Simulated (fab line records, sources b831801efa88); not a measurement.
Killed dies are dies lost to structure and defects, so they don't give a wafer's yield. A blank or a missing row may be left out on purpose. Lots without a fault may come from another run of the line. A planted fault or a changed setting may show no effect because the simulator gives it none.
Which tool did it? | flow sky130 | 11 lots, 33 wafers sampled, at 5 steps of a route of 708

WHAT THE GAUGES READ, wafer by wafer
SKY_METAL2_OVL_MEAS_16.
lot  | measured     | on         | METAL2_OVL (nm)
L762 | day 35 11:07 | overlay-01 | 2 9 3
L765 | day 36 05:22 | overlay-01 | 6 2 3
L766 | day 36 12:41 | overlay-01 | -2 -3 -7
L768 | day 37 13:18 | overlay-01 | 7 8 1
L773 | day 38 14:34 | overlay-01 | -2 -3 -7
L772 | day 38 15:55 | overlay-01 | 6 12 8
L775 | day 39 11:55 | overlay-01 | 2 -5 -8
L782 | day 41 11:22 | overlay-02 | -2 -4 1
L783 | day 41 13:50 | overlay-02 | -1 8 5
L784 | day 41 18:16 | overlay-02 | 2 -1 0
L785 | day 42 10:37 | overlay-01 | -1 3 -3

SKY_VIA2_THK_MEAS_01.
lot  | measured     | on            | VIA2_HDPCVD_THK (nm)
L762 | day 35 12:04 | film_metro-02 | 1200 1192 1186
L765 | day 36 06:22 | film_metro-03 | 1177 1171 1177
L766 | day 36 14:48 | film_metro-02 | 2378 2366 2381
L768 | day 37 14:32 | film_metro-03 | 2406 2395 2407
L773 | day 38 15:35 | film_metro-02 | 1190 1184 1176
L772 | day 38 17:17 | film_metro-02 | 2381 2361 2392
L775 | day 39 12:51 | film_metro-03 | 1211 1199 1204
L782 | day 41 12:20 | film_metro-01 | 1193 1176 1176
L783 | day 41 14:48 | film_metro-02 | 1172 1164 1177
L784 | day 41 19:13 | film_metro-01 | 1179 1178 1189
L785 | day 42 11:38 | film_metro-01 | 1180 1185 1181

WHICH TOOL RAN EACH LOT (tool, then ch and the chambers of the sampled wafers, then the start)
lot  | SKY_METAL2_DESCUM_17              | SKY_METAL2_ETCH_18                | SKY_VIA2_HDPCVD_00
L762 | rie_metal-04 ch 0,1, day 35 11:08 | rie_metal-04 ch 0,1, day 35 11:10 | hdpcvd-01 ch 0,2, day 35 11:55
L765 | rie_metal-04 ch 1, day 36 05:23   | rie_metal-04 ch 1, day 36 05:25   | hdpcvd-01 ch 1,2, day 36 06:14
L766 | rie_metal-04 ch 0,1, day 36 12:43 | rie_metal-04 ch 0,1, day 36 12:46 | hdpcvd-01 ch 1,2, day 36 14:03
L768 | rie_metal-01 ch 0,1, day 37 13:20 | rie_metal-01 ch 0,1, day 37 13:23 | hdpcvd-01 ch 0,1, day 37 14:07
L773 | rie_metal-03 ch 0,1, day 38 14:35 | rie_metal-03 ch 0,1, day 38 14:37 | hdpcvd-02 ch 0,1,2, day 38 15:28
L772 | rie_metal-01 ch 0,1, day 38 15:56 | rie_metal-01 ch 0,1, day 38 15:58 | hdpcvd-01 ch 1,2, day 38 16:49
L775 | rie_metal-03 ch 0,1, day 39 11:56 | rie_metal-03 ch 0,1, day 39 11:58 | hdpcvd-01 ch 0,1,2, day 39 12:44
L782 | rie_metal-01 ch 0,1, day 41 11:23 | rie_metal-01 ch 0,1, day 41 11:26 | hdpcvd-01 ch 0,1,2, day 41 12:12
L783 | rie_metal-01 ch 0,1, day 41 13:52 | rie_metal-01 ch 0,1, day 41 13:55 | hdpcvd-02 ch 0,1,2, day 41 14:40
L784 | rie_metal-01 ch 0,1, day 41 18:18 | rie_metal-01 ch 0,1, day 41 18:21 | hdpcvd-02 ch 1,2, day 41 19:04
L785 | rie_metal-04 ch 0,1, day 42 10:38 | rie_metal-04 ch 0,1, day 42 10:40 | hdpcvd-01 ch 1,2, day 42 11:30
- SKY_METAL2_DESCUM_17: chemistry O2, time 8 s.
- SKY_METAL2_ETCH_18: etches BARC in N2/H2, stops on SiO2, time 45.9 s, target depth 60 nm.
- SKY_VIA2_HDPCVD_00: deposits SiO2, target thk 1180 nm, time 196.7 s.

WHAT THE TOOLS THEMSELVES READ (means of the sampled wafers that have a number; where no wafer has one, the mark that the record gives instead)
SKY_METAL2_DESCUM_17.
lot  | tool         | drypump_motor_current_A (A) | oes_product_au (a.u.)
L762 | rie_metal-04 | 5.35                        | 0.994
L765 | rie_metal-04 | 5.37                        | 1.003
L766 | rie_metal-04 | 5.35                        | 0.996
L768 | rie_metal-01 | 5.20                        | 1.002
L773 | rie_metal-03 | 5.72                        | 1.012
L772 | rie_metal-01 | 5.22                        | 1.007
L775 | rie_metal-03 | 5.70                        | 1.011
L782 | rie_metal-01 | 5.22                        | 1.012
L783 | rie_metal-01 | 5.21                        | 1.019
L784 | rie_metal-01 | 5.23                        | 0.999
L785 | rie_metal-04 | 5.34                        | 0.998

SKY_METAL2_ETCH_18.
lot  | tool         | drypump_motor_current_A (A) | oes_product_au (a.u.) | throttle_valve_pct (%)
L762 | rie_metal-04 | 5.36                        | 0.853                 | 13.223
L765 | rie_metal-04 | 5.40                        | 0.848                 | 13.220
L766 | rie_metal-04 | 5.35                        | 0.851                 | 13.219
L768 | rie_metal-01 | 5.20                        | 0.852                 | 13.217
L773 | rie_metal-03 | 5.70                        | 0.854                 | 13.226
L772 | rie_metal-01 | 5.23                        | 0.855                 | 13.226
L775 | rie_metal-03 | 5.71                        | 0.851                 | 13.232
L782 | rie_metal-01 | 5.23                        | 0.853                 | 13.229
L783 | rie_metal-01 | 5.22                        | 0.853                 | 13.224
L784 | rie_metal-01 | 5.23                        | 0.855                 | 13.220
L785 | rie_metal-04 | 5.36                        | 0.855                 | 13.229

SKY_VIA2_HDPCVD_00.
lot  | tool      | pressure_mtorr (mTorr) | sih4_flow_sccm (sccm)
L762 | hdpcvd-01 | 6.012                  | 59.80
L765 | hdpcvd-01 | 6.000                  | 60.06
L766 | hdpcvd-01 | 6.003                  | 59.97
L768 | hdpcvd-01 | 5.998                  | 59.96
L773 | hdpcvd-02 | 5.993                  | 59.93
L772 | hdpcvd-01 | 5.997                  | 60.07
L775 | hdpcvd-01 | 6.001                  | 60.04
L782 | hdpcvd-01 | 5.997                  | 59.96
L783 | hdpcvd-02 | 6.002                  | 60.24
L784 | hdpcvd-02 | 5.992                  | 60.00
L785 | hdpcvd-01 | 5.996                  | 60.03

THE ANSWER, worked out from the rows above alone
Rule: what is usual is taken from the lots themselves. Put in order of their means at a reading, lots are off if they are a third of the lots or fewer, leave a main group of 4 or more, and stand apart from it by a gap of 3 or more times the standard deviation of the main group's means; of several such gaps the widest counts. A main group whose means are all the same, to the digits that the tables above print for the reading, isn't used. A lot without any number at a reading at which 4 lots or more have one is off too. The other lots that the step has rows for count as sound. The gauges are gone through in route order, then the tools' own readings, and for those a lot's mean is taken as printed above. The first step at which some lot is off is used, and at that step the reading that is off furthest; a lot without a number counts as furthest.
Off: L766, L768, L772, at SKY_VIA2_THK_MEAS_01 (VIA2_HDPCVD_THK). The main group: mean 1184 nm, standard deviation 9.8.
A tool fits if, at a process step before that reading, it ran every lot that is off, and no sound lot after the first of them. The gauges at SKY_VIA2_THK_MEAS_01 are tried like those tools. None of those tried fits.

WHAT THE SIMULATOR HAD PUT IN
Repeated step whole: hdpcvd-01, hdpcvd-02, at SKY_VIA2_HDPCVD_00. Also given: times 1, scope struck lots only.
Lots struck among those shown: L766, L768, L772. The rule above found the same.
